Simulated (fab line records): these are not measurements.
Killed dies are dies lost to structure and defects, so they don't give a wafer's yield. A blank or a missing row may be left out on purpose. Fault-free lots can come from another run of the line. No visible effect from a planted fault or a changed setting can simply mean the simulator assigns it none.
Chamber matching    flow sfq line    4 sister chambers for SFQ_TRILAYER_I4_CMP_CMP_100 on cmp-01
The step polishes SiO2. 4 wafers are shown with their chamber, then 7 later ones without.

## EACH WAFER AND ITS CHAMBER
wafer   chamber  motor current A (A)
L764.4  2        11.1
L769.6  1        10.5
L770.2  3        8.0
L770.3  0        11.1

## WAFERS MISSING THEIR CHAMBER
wafer   motor current A (A)
L770.4  11.7
L771.4  11.5
L771.5  11.7
L771.6  10.7
L772.2  10.8
L772.4  10.8
L772.5  8.8

## EACH ONE'S CHAMBER
wafer   from the rows above           in truth
L770.4  can't be placed: 0 or 2 or 1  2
L771.4  can't be placed: 0 or 2 or 1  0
L771.5  can't be placed: 0 or 2 or 1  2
L771.6  can't be placed: 1 or 0 or 2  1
L772.2  can't be placed: 0 or 2 or 1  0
L772.4  can't be placed: 0 or 2 or 1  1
L772.5  can't be placed: 3 or 1       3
Placed correctly: 0 of 7. Unplaceable from these rows: 7, with the true chamber sitting among the candidates in 7. Number placed wrongly: 0.
How it was worked out, from the rows above alone: a wafer's distance from a chamber is the root of the sum, over the readings, of the square of ((its reading less the chamber's mean) divided by the reading's scatter). The wafer belongs to the nearest chamber; if the next one is less than 2 further off, it can't be placed. Each chamber's mean is taken over the wafers shown for it. The scatter (one wafer shown for each chamber): square how far every hidden wafer sits from the nearest shown wafer, average those squares and take the square root.
